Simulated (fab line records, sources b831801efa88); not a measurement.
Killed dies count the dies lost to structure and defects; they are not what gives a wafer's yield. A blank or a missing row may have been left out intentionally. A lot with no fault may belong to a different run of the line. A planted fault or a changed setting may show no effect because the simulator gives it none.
Matching of chambers | flow gf180mcu | GF_V5_ETCH_16 on rie_diel-03: 4 sister chambers
The step etches BARC in N2/H2. 16 wafers are shown with their chamber, then 8 later ones without.

## EACH WAFER AND ITS CHAMBER
wafer  | chamber | oes_product_au (a.u.) | throttle_valve_pct (%)
L075.2 | 3       | 0.852                 | 13.241
L075.3 | 0       | 0.857                 | 13.226
L075.6 | 2       | 0.855                 | 13.220
L077.2 | 0       | 0.858                 | 13.220
L077.4 | 1       | 0.854                 | 13.218
L077.5 | 0       | 0.857                 | 13.239
L080.1 | 1       | 0.852                 | 13.226
L080.2 | 2       | 0.847                 | 13.216
L080.3 | 3       | 0.847                 | 13.210
L080.4 | 0       | 0.858                 | 13.209
L080.5 | 0       | 0.865                 | 13.238
L080.6 | 1       | 0.852                 | 13.225
L082.2 | 1       | 0.850                 | 13.234
L082.3 | 3       | 0.856                 | 13.231
L082.4 | 2       | 0.857                 | 13.210
L088.2 | 1       | 0.865                 | 13.237

SIGNATURES (means of the wafers above)
reading            | chamber 0 | chamber 1 | chamber 2 | chamber 3 | scatter within a chamber
oes_product_au     | 0.85900   | 0.85460   | 0.85300   | 0.85167   | 0.00488
throttle_valve_pct | 13.22640  | 13.22800  | 13.21533  | 13.22733  | 0.0109
Rule: distance of a wafer from a chamber = root of the sum over the readings of ((wafer's reading minus chamber's mean) / reading's scatter) squared. The wafer belongs to the nearest chamber; if the next one is less than 2 further off, it can't be placed. The scatter: the root of (the sum of the squares of (reading less its chamber's mean) over the shown wafers, divided by (wafers less chambers)).

## WAFERS MISSING THEIR CHAMBER
wafer  | oes_product_au (a.u.) | throttle_valve_pct (%)
L088.3 | 0.862                 | 13.231
L088.5 | 0.862                 | 13.215
L093.1 | 0.853                 | 13.218
L093.4 | 0.854                 | 13.226
L093.6 | 0.853                 | 13.236
L094.1 | 0.857                 | 13.227
L094.2 | 0.855                 | 13.216
L094.3 | 0.852                 | 13.244

## THE CHAMBER EACH PASSED THROUGH
wafer  | from the rows above               | in truth
L088.3 | can't be placed: 0 or 1 or 3 or 2 | 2
L088.5 | can't be placed: 0 or 2 or 1 or 3 | 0
L093.1 | can't be placed: 2 or 3 or 1 or 0 | 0
L093.4 | can't be placed: 1 or 3 or 2 or 0 | 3
L093.6 | can't be placed: 1 or 3 or 0 or 2 | 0
L094.1 | can't be placed: 0 or 1 or 3 or 2 | 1
L094.2 | can't be placed: 2 or 1 or 3 or 0 | 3
L094.3 | can't be placed: 3 or 1 or 0 or 2 | 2
Correctly placed: 0 of 8. Can't be placed from these rows: 8 (the true chamber is among the candidates in 8). Placed wrongly: 0.
